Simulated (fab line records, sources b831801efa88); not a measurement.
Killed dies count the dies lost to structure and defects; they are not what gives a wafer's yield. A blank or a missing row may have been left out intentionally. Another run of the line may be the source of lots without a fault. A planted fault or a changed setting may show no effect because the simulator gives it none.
One fault through the eyes of 2 desks ; flow sky130 ; each desk has only its own numbers; what lay behind them comes last

== AT THE TOOL OWNER'S DESK: implanter-02 ==
For each lot that ran on this tool, the mean over its sampled wafers that have a number, from the tool's own readings at SKY_LDD_N_IMPLANT_10. A lot is out of limits, marked OUT, if its mean lies more than 4 standard deviations from the usual mean; the brackets give that distance.
Columns: A = dose-ions-cm2 at SKY_LDD_N_IMPLANT_10, usual 7.499e+13; B = faraday-current-uA at SKY_LDD_N_IMPLANT_10, usual 422
lot;first seen here;A;B
L884;day 17 15:32;7.514e+13;428
L885;day 17 18:15;7.502e+13;428
L889;day 19 22:43;7.497e+13;425
L897;day 22 16:19;3.610e+13 (-99 or more) OUT;202 (-26) OUT
L898;day 23 02:14;3.617e+13 (-99 or more) OUT;201 (-26) OUT
L906;day 25 13:31;7.511e+13;422
This desk's verdict: out of limits on L897, L898, starting with L897 at day 22 16:19 (dose-ions-cm2 at SKY_LDD_N_IMPLANT_10). L884, L885, L889, L906 stayed within limits.

== THE METROLOGY DESK ==
Means of the sampled wafers that have a number, per lot and without regard to the tool the lot ran on: this is what the gauges read. A lot is out of limits, marked OUT, if its mean lies more than 4 standard deviations from the usual mean; the brackets give that distance.
Columns: A = LDD_N_TW at SKY_LDD_N_TW_MEAS_17, usual 2580; B = CONTACT_W_THK at SKY_CONTACT_THK_MEAS_26, usual 346 nm; C = METAL1_ALCU_THK at SKY_METAL1_THK_MEAS_06, usual 253.2 nm
lot;first seen here;A;B;C
L884;day 17 16:32;2559;344;252.7
L885;day 17 19:13;2581;343;251.1
L889;day 19 23:43;2580;347;253.2
L896;day 22 11:07;2591;344;255.9
L897;day 22 17:16;2489 (-5.4) OUT;345;253.9
L898;day 23 03:14;2488 (-5.4) OUT;348;256.7
L899;day 23 12:28;2586;346;249.3
L900;day 23 17:29;2586;351;253.7
L904;day 25 06:04;2579;345;256.7
L905;day 25 10:50;2550;346;252.5
L906;day 25 14:31;2581;342;252.6
This desk finds L897, L898 out of limits, with the earliest case on L897 at day 22 17:16 (LDD_N_TW at SKY_LDD_N_TW_MEAS_17). L884, L885, L889, L896, L899, L900, L904, L905, L906 stayed within limits.

== ALL TOGETHER ==
At day 22 16:19, on L897, L898, the tool owner's desk was in a position to raise an alarm.
At day 22 17:16 the metrology desk could have sounded an alarm, on L897, L898.
The lots listed all ran SKY_LDD_N_IMPLANT_10 on implanter-02.

== WHAT THE SIMULATOR HAD INSERTED ==
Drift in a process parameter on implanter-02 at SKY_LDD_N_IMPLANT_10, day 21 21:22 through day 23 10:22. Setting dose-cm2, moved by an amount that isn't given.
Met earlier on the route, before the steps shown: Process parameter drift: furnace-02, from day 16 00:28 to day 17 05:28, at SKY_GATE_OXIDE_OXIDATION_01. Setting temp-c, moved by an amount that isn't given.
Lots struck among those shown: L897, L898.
Time in hours from fault onset to the first out-of-limits reading at each desk: tool owner's desk 19, metrology desk 20.
